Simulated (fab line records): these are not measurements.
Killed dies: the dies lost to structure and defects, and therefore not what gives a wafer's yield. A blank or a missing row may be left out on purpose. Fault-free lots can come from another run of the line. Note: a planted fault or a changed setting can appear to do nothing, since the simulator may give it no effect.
fab line records | flow gf180mcu
record lots=13 wafers=39 lastDay=34
route steps=602 shown M1@332 V1@340 V2@384
lots that met no fault: from a run of the same line without faults
startH: start of the lot's first displayed wafer, in hours after the record's first day | waitH: hours from the lot's prior step to this one | " as in the row above | L1.1+2: a single row standing in for several wafers | - either no value or no given start | * or withheld: withheld | < > ~ a bound
route shown NAME@n: names a module that has steps shown in the file, with the first one's number in the route | usual: the fault-free wafers' mean and standard deviation | same: alike in all rows | chamber/n: place in a boat | sites: each site's reading | _std_site: their standard deviation | _edge_site: inner sites' mean taken away from outer sites' mean | radiusMm: for every site, how far away it sits from the centre of the wafer | mask NAME#n: copy n | behind: the tool/chamber that last shaped the wafer | hold: why the lot went on hold/how many hours it stayed there/how the hold came to an end | device: the transistor (n, p or np) that didn't switch | end of line: at the end of the route, the tests of the same wafers | for a step that has no rows: nothing shown but its recipe | killed: the dies lost at the first sort to structure and to defects; this is not the yield of the wafer | map: shows each die of a wafer: x if killed, . if not, _ if none is there
set.NAME: the setting the step ran with; set.NAME@STEP: the setting that earlier step ran with | model.NAME: the simulator's own value behind a step, which no gauge read
one table for each step of the route and one row for each wafer, over a sample of lots
services: from which hour (startH, from the record's first day; less than 0 if before it) a tool's chamber was out of use, for how many hours, and why
## steps
# step GF_M1_STRIP_17
# recipe chemistry=O2/N2 powerW=1400 pressureMtorr=1500 platenTempC=250 o2FlowSccm=3000 n2FlowSccm=300 overashFraction=0.5
# usual drypumpMotorCurrentA=6.0/0.31 heaterPowerW=301/22 o2FlowSccm=2999/9.2 oesProductAu=0.538/0.0051 stripTimeToEndpointS=7.38/0.045
# columns lot.wafer tool chamber startH waitH drypumpMotorCurrentA heaterPowerW o2FlowSccm oesProductAu rfHoursCounterH stripTimeToEndpointS
L400.2 plasmaAsher-01 1 387.70 0.1 6.1 310 2982 0.544 61 7.45
L400.5 " 1 " " 6.0 311 3011 0.525 - 7.41
L400.6 " 0 " " 6.5 332 2993 0.543 - 7.45
L401.1 plasmaAsher-01 1 392.08 0.1 6.0 314 3023 0.539 62 7.40
L401.2 " 0 " " 6.5 324 3000 0.537 62 7.38
L401.4 " 1 " " 6.0 306 3024 0.536 - 7.38
L402.1 plasmaAsher-02 1 401.55 0.1 5.5 329 2995 0.532 71 7.44
L402.5 " 1 " " 5.5 336 3004 0.535 - 7.36
L402.6 " 0 " " 6.3 301 3002 0.538 - 7.42
L403.2 plasmaAsher-04 0 414.80 0.1 5.9 283 2985 0.539 32 7.39
L403.4 " 0 " " 5.9 281 2997 0.545 - 7.36
L403.5 " 0 " " 6.0 281 2995 0.542 - 7.40
L404.1 plasmaAsher-02 1 415.68 0.1 5.5 338 2989 0.537 72 7.40
L404.3 " 0 " " 6.2 299 3003 0.537 - 7.44
L404.4 " 1 " " 5.5 337 2996 0.551 - 7.39
L405.2 plasmaAsher-04 0 428.13 0.1 5.9 288 3009 0.528 34 7.34
L405.5 " 0 " " 6.0 287 2992 0.536 - 7.37
L405.6 " 1 " " 6.2 275 2982 0.531 - 7.35
L406.1 plasmaAsher-02 1 438.73 0.1 5.5 317 2993 0.540 1 7.39
L406.2 " 0 " " 6.3 308 3006 0.541 1 7.39
L406.4 " 1 " " 5.5 324 2990 0.544 - 7.41
L412.1 plasmaAsher-02 1 506.55 0.1 5.5 312 2993 0.540 8 7.34
L412.5 " 0 " " 6.3 311 2994 0.536 - 7.39
L412.6 " 1 " " 5.5 324 2998 0.541 - 7.38
L413.1 plasmaAsher-04 1 511.93 0.1 6.2 268 3015 0.539 43 7.40
L413.4 " 0 " " 6.0 281 2995 0.532 - 7.36
L413.5 " 1 " " 6.2 268 3010 0.529 - 7.37
L418.1 plasmaAsher-01 1 544.40 0.1 6.0 307 2988 0.531 78 7.34
L418.3 " 0 " " 6.5 325 2991 0.542 - 7.42
L418.4 " 1 " " 6.0 312 2987 0.530 - 7.39
L419.1 plasmaAsher-01 1 550.50 0.1 6.0 309 3012 0.537 79 7.35
L419.2 " 0 " " 6.5 325 3001 0.536 79 7.33
L419.3 " 1 " " 6.0 313 3023 0.541 - 7.37
L421.1 plasmaAsher-02 0 563.20 0.1 6.3 305 3003 0.545 14 7.48
L421.2 " 1 " " 5.5 320 3000 0.538 14 7.40
L421.5 " 0 " " 6.3 306 2997 0.535 - 7.39
L422.3 plasmaAsher-04 0 569.78 0.1 5.9 291 3009 0.536 - 7.29
L422.5 " 0 " " 6.0 290 2997 0.537 - 7.26
L422.6 " 1 " " 6.2 256 2999 0.532 - 7.29
# step GF_V1_BOW_MEAS_05
# recipe mode=bow
# usual V1_BOW=82/7.7
# columns lot.wafer tool chamber startH waitH V1_BOW[um]
L400.2 filmMetro-04 - 388.85 0.2 86
L400.5 " - " " 86
L400.6 " - " " 84
L401.1 filmMetro-01 - 393.29 0.1 83
L401.2 " - " " 85
L401.4 " - " " 91
L402.1 filmMetro-01 - 402.65 0.2 91
L402.5 " - " " 93
L402.6 " - " " 80
L403.2 filmMetro-04 - 415.94 0.2 73
L403.4 " - " " 78
L403.5 " - " " 80
L404.1 filmMetro-04 - 416.79 0.2 83
L404.3 " - " " 95
L404.4 " - " " 81
L405.2 filmMetro-01 - 429.61 0.3 84
L405.5 " - " " 76
L405.6 " - " " 95
L406.1 filmMetro-01 - 439.87 0.1 85
L406.2 " - " " 71
L406.4 " - " " 77
L412.1 filmMetro-01 - 507.69 0.2 73
L412.5 " - " " 70
L412.6 " - " " 74
L413.1 filmMetro-03 - 513.11 0.1 91
L413.4 " - " " 71
L413.5 " - " " 87
L418.1 filmMetro-03 - 545.49 0.1 79
L418.3 " - " " 73
L418.4 " - " " 84
L419.1 filmMetro-03 - 551.59 0.2 78
L419.2 " - " " 60
L419.3 " - " " 85
L421.1 filmMetro-04 - 564.33 0.1 86
L421.2 " - " " 96
L421.5 " - " " 70
L422.3 filmMetro-04 - 570.91 0.2 84
L422.5 " - " " 79
L422.6 " - " " 83
# step GF_V1_STRIP_18
# recipe chemistry=O2/N2 powerW=1400 pressureMtorr=1500 platenTempC=250 o2FlowSccm=3000 n2FlowSccm=300 overashFraction=0.5
# usual drypumpMotorCurrentA=6.11/0.3 heaterPowerW=328/21 o2FlowSccm=3000/8 oesProductAu=0.591/0.0048
# columns lot.wafer tool chamber startH waitH drypumpMotorCurrentA heaterPowerW o2FlowSccm oesProductAu rfHoursCounterH
L400.2 plasmaAsher-03 1 412.75 - 6.15 338 3002 0.587 77
L400.5 " 0 " " 6.11 377 2999 0.590 -
L400.6 " 1 " " 6.12 343 2995 0.598 -
L401.1 plasmaAsher-03 1 417.30 - 6.14 327 3008 0.592 77
L401.2 " 0 " " 6.07 369 2986 0.593 77
L401.4 " 1 " " 6.13 339 3012 0.592 -
L402.1 plasmaAsher-01 1 425.35 - 6.04 312 3013 0.590 65
L402.5 " 1 " " 6.02 317 3020 0.586 -
L402.6 " 0 " " 6.48 317 2993 0.587 -
L403.2 plasmaAsher-02 1 439.40 - 5.51 317 2999 0.592 1
L403.4 " 0 " " 6.27 307 3006 0.592 -
L403.5 " 1 " " 5.51 318 2986 0.586 -
L404.1 plasmaAsher-01 0 440.55 - 6.49 321 3008 0.593 67
L404.3 " 1 " " 6.05 312 2985 0.591 -
L404.4 " 0 " " 6.49 327 3011 0.586 -
L405.2 plasmaAsher-02 1 453.88 - 5.52 314 3001 0.600 2
L405.5 " 0 " " 6.27 304 2998 0.588 -
L405.6 " 1 " " 5.53 321 3004 0.590 -
L406.1 plasmaAsher-03 0 463.75 - 6.15 360 3000 0.585 82
L406.2 " 1 " " 6.14 341 2997 0.586 82
L406.4 " 1 " " 6.14 338 2993 0.586 -
L412.1 plasmaAsher-01 0 530.73 - 6.52 325 2989 0.596 77
L412.5 " 1 " " 6.02 314 2992 0.592 -
L412.6 " 0 " " 6.53 320 2993 0.599 -
L413.1 plasmaAsher-01 1 535.80 - 6.04 316 3008 0.587 77
L413.4 " 0 " " 6.50 323 2998 0.591 -
L413.5 " 1 " " 6.07 303 3002 0.592 -
L418.1 plasmaAsher-01 0 568.40 - 6.50 317 3005 0.595 82
L418.3 " 0 " " 6.48 322 3000 0.601 -
L418.4 " 1 " " 6.04 304 2997 0.592 -
L419.1 plasmaAsher-02 1 574.39 - 5.47 322 3020 0.585 15
L419.2 " 0 " " 6.24 300 2999 0.594 15
L419.3 " 1 " " 5.45 315 3004 0.591 -
L421.1 plasmaAsher-03 0 586.22 - 6.14 359 3003 0.590 92
L421.2 " 1 " " 6.10 341 2996 0.599 92
L421.5 " 1 " " 6.12 338 3010 0.592 -
L422.3 plasmaAsher-01 1 592.81 - 6.05 314 2995 0.587 -
L422.5 " 0 " " 6.50 327 2993 0.586 -
L422.6 " 1 " " 6.06 312 3002 0.591 -
# step GF_V2_CVD_02
# recipe material=SiO2 targetThkNm=850 precursor=TEOS tempC=400 timeS=94.851 rfW=600
# usual heaterPowerW=630/120
# columns lot.wafer tool chamber startH waitH heaterPowerW
L400.2 pecvd-01 2 437.94 0.0 515
L400.5 " 0 " " 714
L400.6 " 2 " " 531
L401.1 pecvd-01 2 443.32 0.1 501
L401.2 " 0 " " 755
L401.4 " 0 " " 599
L402.1 pecvd-03 0 450.81 0.1 760
L402.5 " 2 " " 469
L402.6 " 0 " " 664
L403.2 pecvd-01 0 465.40 0.0 727
L403.4 " 0 " " 575
L403.5 " 1 " " 523
L404.1 pecvd-02 0 467.21 0.1 736
L404.3 " 1 " " 810
L404.4 " 0 " " 786
L405.2 pecvd-02 1 479.97 0.0 796
L405.5 " 0 " " 741
L405.6 " 1 " " 659
L406.1 pecvd-01 0 489.97 0.1 657
L406.2 " 1 " " 444
L406.4 " 1 " " 497
L412.1 pecvd-02 1 555.87 0.1 665
L412.5 " 2 " " 567
L412.6 " 0 " " 774
L413.1 pecvd-02 0 560.14 0.1 788
L413.4 " 0 " " 629
L413.5 " 2 " " 579
L418.1 pecvd-01 1 592.14 0.1 531
L418.3 " 0 " " 652
L418.4 " 1 " " 410
L419.1 pecvd-03 1 597.70 0.1 431
L419.2 " 0 " " 724
L419.3 " 2 " " 586
L421.1 pecvd-01 1 609.34 0.1 421
L421.2 " 0 " " 732
L421.5 " 0 " " 593
L422.3 pecvd-01 0 616.15 0.0 590
L422.5 " 0 " " 672
L422.6 " 1 " " 500
# step GF_V2_THK_MEAS_03
# recipe reads=SiO2_of_V2_CVD_02
# usual V2_CVD_02_THK=851/11
# columns lot.wafer tool chamber startH waitH hold V2_CVD_02_THK[nm]
L400.2 filmMetro-01 - 438.02 0.0 - 850
L400.5 " - " " - 867
L400.6 " - " " - 860
L401.1 filmMetro-01 - 443.39 0.0 - 846
L401.2 " - " " - 856
L401.4 " - " " - 858
L402.1 filmMetro-04 - 450.91 0.1 - 838
L402.5 " - " " - 850
L402.6 " - " " - 849
L403.2 filmMetro-02 - 465.48 0.0 - 857
L403.4 " - " " - 863
L403.5 " - " " - 862
L404.1 filmMetro-01 - 467.31 0.1 - 840
L404.3 " - " " - 841
L404.4 " - " " - 861
L405.2 filmMetro-02 - 480.05 0.0 - 839
L405.5 " - " " - 862
L405.6 " - " " - 854
L406.1 filmMetro-01 - 490.04 0.0 - 847
L406.2 " - " " - 846
L406.4 " - " " - 866
L412.1 filmMetro-02 - 555.94 0.0 awaitDispo/0.2h/release 635
L412.5 " - " " awaitDispo/0.2h/release 851
L412.6 " - " " awaitDispo/0.2h/release 647
L412.1 filmMetro-02 - 556.17 0.2 - 634
L412.5 " - " " - 851
L412.6 " - " " - 648
L413.1 filmMetro-02 - 560.21 0.0 awaitDispo/0.2h/release 655
L413.4 " - " " awaitDispo/0.2h/release 865
L413.5 " - " " awaitDispo/0.2h/release 863
L413.1 filmMetro-02 - 560.44 0.2 - 655
L413.4 " - " " - 866
L413.5 " - " " - 864
L418.1 filmMetro-04 - 592.21 0.0 - 858
L418.3 " - " " - 857
L418.4 " - " " - 872
L419.1 filmMetro-02 - 597.77 0.0 - 841
L419.2 " - " " - 849
L419.3 " - " " - 846
L421.1 filmMetro-02 - 609.41 0.0 - 855
L421.2 " - " " - 834
L421.5 " - " " - 868
L422.3 filmMetro-04 - 616.24 0.1 - 849
L422.5 " - " " - 874
L422.6 " - " " - 869
# step GF_V2_CMP_04
# recipe material=SiO2 downForcePsi=4 platenRpm=60 padVelocityMS=0.94248
# usual motorCurrentA=12.4/1.6 timeToEndpointS=82/4.3
# columns lot.wafer tool chamber startH waitH hold motorCurrentA timeToEndpointS
L400.2 cmp-02 0 438.17 0.1 - 11.2 81
L400.5 " 2 " " - 12.0 84
L400.6 " 3 " " - 16.3 82
L401.1 cmp-01 1 443.50 0.1 - 13.9 79
L401.2 " 2 " " - 12.3 81
L401.4 " 3 " " - 11.9 86
L402.1 cmp-02 1 451.12 0.2 - 10.4 76
L402.5 " 2 " " - 12.2 82
L402.6 " 3 " " - 16.6 81
L403.4 cmp-02 1 465.53 0.0 - 11.0 87
L403.2 " 0 " " - 11.2 81
L403.5 " 2 " " - 11.8 84
L404.4 cmp-01 0 467.42 0.1 - 12.9 89
L404.1 " 1 " " - 14.2 79
L404.3 " 2 " " - 11.2 76
L405.2 cmp-02 3 480.20 0.1 - 15.0 79
L405.5 " 1 " " - 10.6 86
L405.6 " 2 " " - 11.5 83
L406.2 cmp-02 1 490.15 0.1 - 10.5 81
L406.1 " 2 " " - 11.9 82
L406.4 " 3 " " - 15.5 85
L413.1 cmp-02 1 562.11 1.7 awaitDispo/1.5h/release 11.3 5
L413.4 " 2 " " awaitDispo/1.5h/release 11.7 81
L413.5 " 0 " " awaitDispo/1.5h/release 11.8 81
L412.1 cmp-01 2 579.33 23.2 awaitDispo/23.1h/release 12.6 0
L412.5 " 2 " " awaitDispo/23.1h/release 12.1 84
L412.6 " 3 " " awaitDispo/23.1h/release 11.9 9
L418.4 cmp-01 0 592.27 0.0 - 11.6 89
L418.3 " 1 " " - 13.4 80
L418.1 " 3 " " - 11.9 88
L419.2 cmp-02 3 597.83 0.0 - 16.0 83
L419.3 " 1 " " - 10.6 82
L419.1 " 2 " " - 12.2 80
L421.1 cmp-02 0 609.47 0.1 - 11.1 84
L421.2 " 1 " " - 10.9 72
L421.5 " 1 " " - 10.0 88
L422.3 cmp-01 2 616.33 0.1 - 12.5 80
L422.5 " 1 " " - 14.0 91
L422.6 " 2 " " - 12.3 88
## services
# columns tool chamber startH hours kind
pecvd-02 - 368.88 14.0 pm
pecvd-01 - 380.31 6.0 pm
cmp-02 - 385.88 17.7 pm
pecvd-01 - 393.27 0.6 repair
cmp-01 - 404.22 4.0 pm
cmp-02 - 418.80 0.9 repair
plasmaAsher-02 - 421.25 9.0 pm
plasmaAsher-04 - 421.60 4.0 repair
cmp-02 - 426.80 3.3 repair
cmp-02 - 427.66 4.6 repair
pecvd-02 - 441.48 0.7 repair
pecvd-01 - 443.60 0.8 repair
cmp-01 - 448.56 13.1 pm
pecvd-01 0 452.43 5.1 repair
plasmaAsher-03 - 455.82 2.8 pm
pecvd-02 2 456.75 10.6 repair
pecvd-02 - 458.18 1.9 repair
plasmaAsher-01 - 471.00 4.3 pm
cmp-01 - 473.50 1.5 repair
plasmaAsher-02 - 475.20 4.3 pm
cmp-01 - 519.05 2.3 repair
pecvd-01 0 564.07 5.3 repair
cmp-02 - 572.00 4.0 pm
plasmaAsher-01 - 597.84 2.8 pm
## key
firstSign step=GF_V2_THK_MEAS_03 reading=visit direction=added
effect step=GF_V2_THK_MEAS_03 reading=V2_CVD_02_THK direction=down sigmas=19 usual=851 struck=646
effect step=GF_V2_CMP_04 reading=timeToEndpointS direction=down sigmas=18 usual=* struck=*
metAt GF_V2_CVD_02
struckLots L412,L413
struckWafers L412.1,L412.6,L413.1
sortLeftOut L412.1,L412.6,L413.1
notActingAt GF_M1_STRIP_17,GF_V1_BOW_MEAS_05,GF_V1_STRIP_18
onsetBetween 479.97 555.87
fault kind=processParameterDrift tool=pecvd-02 chamber=- onsetH=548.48 steps=GF_V2_CVD_02 channel=targetThkNm offset=-202.6 shape=step endH=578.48 scope=struckWafersOnly actsIn=theseRecipesOnly stated=850
# sortLeftOut: the simulated sort isn't trusted on such a fault, so these wafers' sort isn't shown, and their yield isn't known
